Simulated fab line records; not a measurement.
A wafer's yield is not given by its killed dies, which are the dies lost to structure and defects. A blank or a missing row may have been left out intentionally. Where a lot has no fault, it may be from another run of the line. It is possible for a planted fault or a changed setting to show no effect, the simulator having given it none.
2 desks looking at one fault :: flow sky130 :: each desk has only its own numbers; what lay behind them comes last

METROLOGY DESK
Means of the sampled wafers that have a number, per lot and without regard to the tool the lot ran on: this is what the gauges read. Any lot whose mean is over 4 standard deviations away from the usual mean is out of limits and marked OUT; that distance is given in the brackets.
Columns: A = cdNm at SKY_SD_P_CD_MEAS_07, usual 379.5 nm; B = SD_P_OVL at SKY_SD_P_OVL_MEAS_08, usual 1.0 nm; C = SD_P_TW at SKY_SD_P_TW_MEAS_11, usual 2876
lot: L725
first seen here: day 28 13:15
A: 376.2
B: -2.2
C: 2941

lot: L729
first seen here: day 29 00:14
A: 379.1
B: 1.2
C: 2848

lot: L731
first seen here: day 30 23:15
A: 378.7
B: 1.8
C: 2872

lot: L735
first seen here: day 31 03:02
A: 378.9
B: 1.5
C: 2885

lot: L739
first seen here: day 32 09:51
A: 380.2
B: -1.7
C: 2880

lot: L742
first seen here: day 33 10:17
A: 379.4
B: 1.5
C: 2862
This desk found nothing out of limits on any of the 6 lots.

TOOL OWNER'S DESK, implanter-04
For each lot that ran on this tool, the mean over its sampled wafers that have a number, from the tool's own readings at SKY_RES_XHIGH_IMPLANT_07. Any lot whose mean is over 4 standard deviations away from the usual mean is out of limits and marked OUT; that distance is given in the brackets.
Columns: A = beamEnergyKeV at SKY_RES_XHIGH_IMPLANT_07, usual 19.999; B = beamOnS at SKY_RES_XHIGH_IMPLANT_07, usual 38 s
lot: L729
first seen here: day 30 05:17
A: 20.002
B: 42

lot: L731
first seen here: day 32 03:37
A: 18.876 (-99 or more) OUT
B: 47

lot: L735
first seen here: day 32 07:11
A: 18.880 (-99 or more) OUT
B: 46
This desk's finding: out of limits on L731, L735; first on L731, day 32 03:37 (beamEnergyKeV at SKY_RES_XHIGH_IMPLANT_07). L729: within limits.

ALL TOGETHER
An alarm could have come from the tool owner's desk at day 32 03:37, on L731, L735.
From the metrology desk's view, nothing was out of limits.
The metrology desk has L731, L735 on record, within its limits.
On implanter-04, each named lot ran SKY_RES_XHIGH_IMPLANT_07.

WHAT THE SIMULATOR HAD PUT IN
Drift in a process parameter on implanter-04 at SKY_RES_XHIGH_IMPLANT_07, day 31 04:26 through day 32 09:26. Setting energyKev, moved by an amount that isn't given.
Shown lots that were struck: L731, L735.
Time in hours from fault onset to the first out-of-limits reading at each desk: the tool owner's desk, 23.
